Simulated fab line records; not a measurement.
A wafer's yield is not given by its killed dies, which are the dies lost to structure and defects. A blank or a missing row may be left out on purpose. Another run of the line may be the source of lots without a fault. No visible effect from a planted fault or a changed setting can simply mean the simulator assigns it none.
Which of the tools did it?	flow sky130	7 lots, 21 wafers sampled, at 3 steps of a route of 708

## WHAT THE GAUGES READ, wafer by wafer
SKY_LOCAL_INTERCONNECT_CD_MEAS_11 targets a cd of 170 nm.
lot	measured	on	cd_nm (nm)
L875	day 30 16:47	cd_sem-02	169.6 169.3 170.9
L878	day 31 18:58	cd_sem-02	168.9 170.8 169.7
L880	day 32 12:59	cd_sem-02	170.2 171.1 170.8
L881	day 33 05:54	cd_sem-01	167.7 167.0 166.4
L885	day 34 05:50	cd_sem-02	169.4 168.3 169.2
L890	day 35 23:52	cd_sem-02	159.4 137.4 145.6
L897	day 37 16:16	cd_sem-01	169.7 170.4 169.3

## WHAT TOOL EACH LOT RAN ON (gives the tool, then ch and the chambers of the sampled wafers, and finally the start)
lot	SKY_POLY_CUT_STRIP_12	SKY_LOCAL_INTERCONNECT_EXPOSE_08
L875	plasma_asher-04 ch 0,1, day 24 12:11	krf_scanner-02 ch 0, day 30 02:38
L878	plasma_asher-01 ch 0,1, day 25 17:20	krf_scanner-01 ch 0, day 31 05:31
L880	plasma_asher-03 ch 0,1, day 26 13:22	krf_scanner-02 ch 0, day 31 23:46
L881	plasma_asher-01 ch 0,1, day 27 07:26	krf_scanner-01 ch 0, day 32 16:11
L885	plasma_asher-03 ch 0,1, day 28 08:34	krf_scanner-01 ch 0, day 33 16:26
L890	plasma_asher-03 ch 0,1, day 30 05:37	krf_scanner-01 ch 0, day 35 10:59
L897	plasma_asher-04 ch 0,1, day 32 00:31	krf_scanner-02 ch 0, day 37 03:04
- SKY_POLY_CUT_STRIP_12: strips in O2/N2.
- SKY_LOCAL_INTERCONNECT_EXPOSE_08: exposes mask LI1M, target cd 170 nm.

## THE ANSWER, worked out from the rows above alone
Rule: usual is defined by the lots themselves. The widest of any qualifying gaps counts: lots, ordered by their means at a reading, are off when they make up no more than a third of the lots, leave a main group of 4 or more, and stand apart from it by 3 or more times the standard deviation of that group's means. If all means in a main group match to the digits the tables above print for the reading, that group is not used. Also off: a lot with no number at a reading for which 4 or more lots have one. Where the step has rows for the other lots, those lots are counted as sound.
Off at SKY_LOCAL_INTERCONNECT_CD_MEAS_11 (cd_nm): L890. For the main group the mean is 169.4 nm and the standard deviation 1.2.
A tool fits if, at a process step before that reading, it ran every lot that is off, and no sound lot after the first of them. Gauges at SKY_LOCAL_INTERCONNECT_CD_MEAS_11: tried the same way as those tools. Can't be told from this: 3 tools fit, plasma_asher-03 at SKY_POLY_CUT_STRIP_12, krf_scanner-01 at SKY_LOCAL_INTERCONNECT_EXPOSE_08, cd_sem-02 at SKY_LOCAL_INTERCONNECT_CD_MEAS_11.

## WHAT HAD BEEN PUT IN BY THE SIMULATOR
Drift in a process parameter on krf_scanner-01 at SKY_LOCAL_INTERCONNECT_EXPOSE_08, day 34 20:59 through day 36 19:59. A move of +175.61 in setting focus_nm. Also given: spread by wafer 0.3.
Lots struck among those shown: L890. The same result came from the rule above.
